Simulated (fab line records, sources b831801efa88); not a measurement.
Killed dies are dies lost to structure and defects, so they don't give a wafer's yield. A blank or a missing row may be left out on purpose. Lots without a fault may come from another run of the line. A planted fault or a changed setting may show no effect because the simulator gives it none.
Which tool did it? | flow gf180mcu | 14 lots, 42 wafers sampled, at 5 steps of a route of 602

WHAT THE GAUGES READ, wafer by wafer
GF_V5_THK_MEAS_03. Usual: V5_CVD_02_THK 1452 nm, standard deviation 19.
lot  | measured     | on            | V5_CVD_02_THK (nm) | flag
L638 | day 26 07:53 | film_metro-03 | 1434 1458 1467     |
L639 | day 26 14:26 | film_metro-02 | 1437 1437 1468     |
L640 | day 27 01:29 | film_metro-03 | 1447 1465 1459     |
L641 | day 27 11:23 | film_metro-03 | 1462 1468 1455     |
L643 | day 28 02:07 | film_metro-01 | 1468 1467 1489     |
L644 | day 28 09:20 | film_metro-01 | 1431 1431 1461     |
L646 | day 28 23:31 | film_metro-01 | 1450 1474 1469     |
L647 | day 29 01:45 | film_metro-01 | 1431 1455 1450     |
L650 | day 30 08:18 | film_metro-01 | 1467 1457 1455     |
L651 | day 30 09:49 | film_metro-03 | 1435 1454 1453     |
L652 | day 30 12:34 | film_metro-02 | 1457 1450 1455     |
L654 | day 31 07:06 | film_metro-01 | 1447 1470 1455     |
L660 | day 32 16:57 | film_metro-02 | 1415 1419 1427     |
L659 | day 32 19:06 | film_metro-03 | 1415 1437 1461     |

GF_V5_CD_MEAS_14: target cd 260 nm. Usual: cd_nm 260.0 nm, standard deviation 1.2.
lot  | measured     | on        | cd_nm (nm)        | flag
L638 | day 27 04:32 | cd_sem-01 | 261.7 261.1 260.2 |
L639 | day 27 10:56 | cd_sem-01 | 260.6 260.2 260.3 |
L640 | day 27 21:26 | cd_sem-02 | 258.5 257.2 258.4 |
L641 | day 28 07:51 | cd_sem-02 | 259.5 260.3 259.7 |
L643 | day 28 21:31 | cd_sem-02 | 261.5 262.4 262.6 |
L644 | day 29 05:16 | cd_sem-01 | 259.4 258.5 259.0 |
L646 | day 29 18:32 | cd_sem-01 | 259.1 258.4 259.1 |
L647 | day 29 21:39 | cd_sem-01 | 260.8 259.9 259.5 |
L650 | day 31 02:36 | cd_sem-01 | 259.8 260.4 260.0 |
L651 | day 31 03:38 | cd_sem-01 | 261.0 262.1 260.6 |
L652 | day 31 06:16 | cd_sem-02 | 259.6 259.0 259.1 |
L654 | day 32 00:22 | cd_sem-01 | 260.4 260.6 259.5 |
L660 | day 33 09:32 | cd_sem-02 | 258.3 259.1 259.0 |
L659 | day 33 11:42 | cd_sem-02 | 260.4 260.4 260.2 |

GF_PASSIVATION_THK_MEAS_03. Usual: PASSIVATION_CVD_02_THK 704 nm, standard deviation 9.4.
lot  | measured     | on            | PASSIVATION_CVD_02_THK (nm) | flag
L638 | day 28 03:53 | film_metro-04 | 690 706 720                 |
L639 | day 28 09:17 | film_metro-02 | 702 705 703                 |
L640 | day 28 19:43 | film_metro-02 | 694 694 679                 |
L641 | day 29 05:56 | film_metro-01 | 699 709 703                 |
L643 | day 29 19:31 | film_metro-01 | 689 686 705                 |
L644 | day 30 03:28 | film_metro-02 | 689 708 701                 |
L646 | day 30 16:10 | film_metro-01 | 705 706 714                 |
L647 | day 30 19:09 | film_metro-02 | 698 702 709                 |
L650 | day 31 23:07 | film_metro-02 | 714 702 703                 |
L651 | day 32 00:09 | film_metro-04 | 827 820 835                 | OFF
L652 | day 32 02:13 | film_metro-02 | 802 811 815                 | OFF
L654 | day 32 19:37 | film_metro-04 | 701 719 714                 |
L660 | day 34 04:13 | film_metro-04 | 697 696 702                 |
L659 | day 34 05:33 | film_metro-01 | 688 699 707                 |

WHICH TOOL RAN EACH LOT (tool, then ch and the chambers of the sampled wafers, then the start)
lot  | GF_V5_ETCH_16                      | GF_PASSIVATION_CVD_02
L638 | rie_diel-02 ch 0,1, day 27 04:42   | pecvd-04 ch 1,2, day 28 03:36
L639 | rie_diel-02 ch 0,1,3, day 27 11:05 | pecvd-03 ch 0,1,2, day 28 09:00
L640 | rie_diel-03 ch 0,2,3, day 27 21:35 | pecvd-01 ch 0,1,2, day 28 19:25
L641 | rie_diel-02 ch 0,2,3, day 28 07:57 | pecvd-03 ch 0,1,2, day 29 05:46
L643 | rie_diel-03 ch 0,2,3, day 28 21:39 | pecvd-04 ch 0,2, day 29 19:13
L644 | rie_diel-04 ch 0,2, day 29 05:26   | pecvd-03 ch 0,1, day 30 03:02
L646 | rie_diel-04 ch 2,3, day 29 18:42   | pecvd-03 ch 1,2, day 30 15:53
L647 | rie_diel-04 ch 0,1,3, day 29 21:49 | pecvd-04 ch 0,2, day 30 18:52
L650 | rie_diel-02 ch 0,1,2, day 31 02:42 | pecvd-04 ch 0,1,2, day 31 22:57
L651 | rie_diel-03 ch 0,2,3, day 31 03:47 | pecvd-03 ch 0,1,2, day 31 23:51
L652 | rie_diel-04 ch 1,2,3, day 31 06:26 | pecvd-03 ch 0,1,2, day 32 01:56
L654 | rie_diel-03 ch 1,2,3, day 32 00:30 | pecvd-04 ch 0,1,2, day 32 19:19
L660 | rie_diel-03 ch 2,3, day 33 09:41   | pecvd-04 ch 0,1,2, day 34 03:55
L659 | rie_diel-03 ch 1,2, day 33 11:52   | pecvd-04 ch 0,2, day 34 05:16
- GF_V5_ETCH_16: etches BARC in N2/H2.
- GF_PASSIVATION_CVD_02: deposits Si3N4, target thk 700 nm, time 486.18 s.

WHAT THE TOOLS THEMSELVES READ (means of the sampled wafers that have a number; where no wafer has one, the mark that the record gives instead)
GF_V5_ETCH_16. Usual: bias_w 100.01 W, standard deviation 0.3; drypump_motor_current_A 5.9 A, standard deviation 0.36; oes_product_au 0.854 a.u., standard deviation 0.0048; throttle_valve_pct 13.224 %, standard deviation 0.0091.
lot  | tool        | bias_w (W) | drypump_motor_current_A (A) | oes_product_au (a.u.) | throttle_valve_pct (%) | flag
L638 | rie_diel-02 | 99.78      | 6.1                         | 0.855                 | 13.222                 |
L639 | rie_diel-02 | 100.06     | 6.2                         | 0.850                 | 13.232                 |
L640 | rie_diel-03 | 100.24     | 5.9                         | 0.848                 | 13.225                 |
L641 | rie_diel-02 | 100.20     | 6.1                         | 0.860                 | 13.221                 |
L643 | rie_diel-03 | 99.92      | 5.9                         | 0.855                 | 13.226                 |
L644 | rie_diel-04 | 100.32     | 5.4                         | 0.854                 | 13.230                 |
L646 | rie_diel-04 | 100.16     | 5.6                         | 0.855                 | 13.229                 |
L647 | rie_diel-04 | 100.13     | 5.9                         | 0.853                 | 13.221                 |
L650 | rie_diel-02 | 100.17     | 6.1                         | 0.854                 | 13.216                 |
L651 | rie_diel-03 | 99.69      | 5.9                         | 0.859                 | 13.232                 |
L652 | rie_diel-04 | 99.81      | 5.9                         | 0.857                 | 13.218                 |
L654 | rie_diel-03 | 100.01     | 6.0                         | 0.853                 | 13.223                 |
L660 | rie_diel-03 | 99.98      | 5.9                         | 0.857                 | 13.224                 |
L659 | rie_diel-03 | 100.12     | 6.1                         | 0.855                 | 13.233                 |

GF_PASSIVATION_CVD_02. Usual: heater_power_w 755 W, standard deviation 120.
lot  | tool     | heater_power_w (W) | flag
L638 | pecvd-04 | 743                |
L639 | pecvd-03 | 804                |
L640 | pecvd-01 | 821                |
L641 | pecvd-03 | 798                |
L643 | pecvd-04 | 820                |
L644 | pecvd-03 | 859                |
L646 | pecvd-03 | 703                |
L647 | pecvd-04 | 838                |
L650 | pecvd-04 | 746                |
L651 | pecvd-03 | 736                |
L652 | pecvd-03 | 711                |
L654 | pecvd-04 | 699                |
L660 | pecvd-04 | 727                |
L659 | pecvd-04 | 831                |

THE ANSWER, worked out from the rows above alone
Rule: a lot is off if the mean of its wafers that have a number lies more than 3 standard deviations from the usual mean. A lot without any number at a reading at which 4 lots or more have one is off too. The other lots that the step has rows for count as sound. The gauges are gone through in route order, then the tools' own readings, and for those a lot's mean is taken as printed above. The first step at which some lot is off is used, and at that step the reading that is off furthest; a lot without a number counts as furthest.
Off: L651, L652, at GF_PASSIVATION_THK_MEAS_03 (PASSIVATION_CVD_02_THK).
A tool fits if, at a process step before that reading, it ran every lot that is off, and no sound lot after the first of them. The gauges at GF_PASSIVATION_THK_MEAS_03 are tried like those tools. One fits: pecvd-03 at GF_PASSIVATION_CVD_02. Its last sound lot is L646 (day 30 15:53), its first lot that is off L651 (day 31 23:51): a fault that began between those two fits.

WHAT THE SIMULATOR HAD PUT IN
Process parameter drift: pecvd-03, from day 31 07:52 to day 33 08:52, at GF_PASSIVATION_CVD_02. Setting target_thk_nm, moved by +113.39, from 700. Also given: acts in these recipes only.
Lots struck among those shown: L651, L652. The rule above found the same.
